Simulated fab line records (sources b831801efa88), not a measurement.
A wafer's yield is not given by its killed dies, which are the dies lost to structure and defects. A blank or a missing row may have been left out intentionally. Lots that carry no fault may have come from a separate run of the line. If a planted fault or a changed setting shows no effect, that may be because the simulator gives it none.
Comparing a struck lot with a sound one / flow gf180mcu / 14 steps out of a route of 602
Sound: wafers L657.2, L657.3, L657.4. Wafers struck: L662.2, L662.4, L662.6. Last of all comes the cause.
At each step with rows: each side's tool, then ch and its chambers, then its first start. Under that, the readings that differ: sound wafers / struck wafers / difference of the means / sigmas: that difference in standard deviations of wafers without a fault.
alike: a reading whose means differ by less than 2 such deviations, as well as words and numbers matching on both sides. not compared: withheld readings; readings where some wafer has no value; bounds like >300 that might hide an equal value; numbers whose values overlap and for which the record gives no deviation.
The two part at a step that has a row with sigmas, a row that says differs or no value, or rows on one side only. Non-overlapping numbers with no deviation appear without sigmas and do not part them. A reading that every wafer of one side lacks parts them only if that side has two wafers or more.

GF_M4_SPUTTER_00: material Ti, target thk 37.5 nm, time 150 s.
  sound on pvd sputter-03, day 25 13:15; struck on pvd sputter-04, day 27 08:38
  alike: throttle valve pct
GF_M4_SPUTTER_01: material TiN, target thk 30 nm, time 25 s.
  sound on pvd sputter-03, day 25 13:21; struck on pvd sputter-04, day 27 08:44
  alike: throttle valve pct
GF_M4_SPUTTER_02: material AlCu, target thk 450 nm, time 23.9 s.
  sound on pvd sputter-03, day 25 13:23; struck on pvd sputter-04, day 27 08:46
  alike: throttle valve pct
GF_M4_SPUTTER_03: material Ti, target thk 10 nm, time 6.7 s.
  sound on pvd sputter-03, day 25 13:25; struck on pvd sputter-04, day 27 08:47
  alike: throttle valve pct
GF_M4_SPUTTER_04: material TiN, target thk 50 nm, time 41.7 s.
  sound on pvd sputter-03, day 25 13:26; struck on pvd sputter-04, day 27 08:49
  alike: throttle valve pct
GF_M4_RS_MEAS_05: a four-point-probe measurement.
  sound on film metro-02, day 25 13:29; struck on film metro-03, day 27 08:52
  alike: M4_ALCU_RS
GF_M4_THK_MEAS_06: measures by xrf.
  sound on film metro-02, day 25 13:36; struck on film metro-03, day 27 08:59
  alike: M4_ALCU_THK
then, 5 steps without rows for these wafers: GF_M4_DEHYDRATE_07 (time 60 s); GF_M4_HMDS_08 (prime time 60 s); GF_M4_COAT_09 (resist thk 1000 nm); GF_M4_SOFTBAKE_10 (time 60 s); GF_M4_EXPOSE_11 (exposes mask Metal4, target cd 280 nm).
GF_M4_PEB_12: peb time 90 s.
  struck on litho track-02, day 28 03:58; sound on litho track-02 ch 0, day 26 09:04
  no value came back on the struck wafers for chill plate temp C (C), exhaust pa (Pa), peb time s (s); on the sound wafers chill plate temp C (C) reads 23.08 23.02 22.95
then, 1 step without rows for these wafers: GF_M4_DEVELOP_13 (develop time 60 s).

## WHERE THEY PART
Only at GF_M4_PEB_12, as far as this record shows.

WHY: whatever the simulator had introduced
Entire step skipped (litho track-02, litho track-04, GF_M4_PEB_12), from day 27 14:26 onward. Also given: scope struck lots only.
